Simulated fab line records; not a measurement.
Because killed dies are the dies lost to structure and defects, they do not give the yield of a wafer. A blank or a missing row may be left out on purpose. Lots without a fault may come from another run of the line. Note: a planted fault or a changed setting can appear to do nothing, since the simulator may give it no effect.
A struck lot beside a sound one    flow sky130    17 steps out of a route of 708
Sound: these wafers, L307.2, L307.5, L307.6. Struck: wafer L311.3. (L311.2 of the same lot was not struck and is left out.) The cause comes at the end.
For every step that has rows: the tool of each side, followed by ch and its chambers, followed by its first start. Under that, the readings that differ: sound wafers    struck wafers    difference of the means    sigmas: that difference in standard deviations of wafers without a fault.
alike: same words and numbers on both sides, and readings whose means sit less than 2 such deviations apart. not compared: any withheld reading, any reading some wafer has no value for, any bound like >300 that may hide the same value, and any number with overlapping values for which the record gives no deviation.
A row with sigmas, a row that says differs or no value, or rows on one side alone: a step with any of these is where the two part. Numbers that have no deviation but don't overlap get no sigmas and don't part them. A reading that every wafer of one side lacks parts them only if that side has two wafers or more.

SKY_LDD_HVN_OVL_MEAS_07:
  sound: overlay-01 at day 23 01:32; struck: overlay-02 at day 25 01:56
  alike: LDD_HVN_OVL
after that, 1 step had no rows for these wafers: SKY_LDD_HVN_IMPLANT_08.
SKY_LDD_HVN_STRIP_09: strips in O2/N2.
  sound on plasma-asher-01 ch 0,1, day 23 01:43; struck on plasma-asher-01 ch 1, day 25 02:07
  alike: chamber-pressure-mTorr, drypump-motor-current-A, oes-product-au, strip-time-to-endpoint-s
  not compared: rf-hours-counter-h
SKY_LDD_HVN_TW_MEAS_10:
  sound: film-metro-01 at day 23 01:50; struck: film-metro-01 at day 25 02:14
  alike: LDD_HVN_TW
then, 7 steps without rows for these wafers: SKY_LDD_HVP_DEHYDRATE_00 (time 60 s); SKY_LDD_HVP_HMDS_01 (prime time 60 s); SKY_LDD_HVP_COAT_02 (resist thk 300 nm); SKY_LDD_HVP_SOFTBAKE_03 (time 60 s); SKY_LDD_HVP_EXPOSE_04 (exposes mask HVPTM, target cd 700 nm); SKY_LDD_HVP_PEB_05; SKY_LDD_HVP_DEVELOP_06 (develop time 60 s).
SKY_LDD_HVP_OVL_MEAS_07:
  sound: overlay-01 at day 24 07:31; struck: overlay-01 at day 26 06:31
  alike: LDD_HVP_OVL
SKY_LDD_HVP_IMPLANT_08:
  sound on implanter-02 ch 0, day 24 07:35; struck on implanter-03 ch 0, day 26 06:35
reading             sound            struck  difference  sigmas
beam-on-s (s)       10.46 9.75 9.95  12.08   +2.03       +10
faraday-current-uA  91.8 98.2 96.4   79.9    -15.6       -8
SKY_LDD_HVP_STRIP_09: strips in O2/N2.
  sound on plasma-asher-03 ch 0,1, day 24 07:42; struck on plasma-asher-03 ch 0, day 26 06:42
reading                sound              struck  difference  sigmas
oes-product-au (a.u.)  0.413 0.418 0.408  0.402   -0.011      -3
  alike: chamber-pressure-mTorr, drypump-motor-current-A, strip-time-to-endpoint-s
  not compared: rf-hours-counter-h
SKY_LDD_HVP_TW_MEAS_10:
  sound: film-metro-03 at day 24 07:49; struck: film-metro-04 at day 26 06:49
reading     sound        struck  difference  sigmas
LDD_HVP_TW  457 459 458  477     +19         +5
then, 1 step without rows for these wafers: SKY_LDD_LDN_DEHYDRATE_00 (time 60 s).
-- a jump in the record: the struck wafers' starts before and after are 23 days apart (it breaks off in module LDD_LDN and resumes in module PAD_OPEN, where the first step shown is number 708 of the route) --
SKY_PAD_OPEN_PROBE_99:
  sound: prober-01 at day 47 19:26; struck: prober-01 at day 48 23:19
reading                         sound           struck  difference  sigmas
killed-at-contacts              26 26 19        10      -14         -3
model.etest.tip_p_5v.rs-ohm-sq  2820 2795 2825  2492    -321        
  alike: killed_at_M0_to_M3, killed_at_M4_up, killed-at-front-end, killed-dies, killed-open, killed-short

## WHERE THEY PART
Last at SKY_PAD_OPEN_PROBE_99 as far as this record goes, first at SKY_LDD_HVP_IMPLANT_08.

WHY: the cause the simulator had injected
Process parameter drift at SKY_LDD_HVP_IMPLANT_08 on implanter-03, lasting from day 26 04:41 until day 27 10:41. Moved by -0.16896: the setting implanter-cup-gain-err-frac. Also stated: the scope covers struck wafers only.
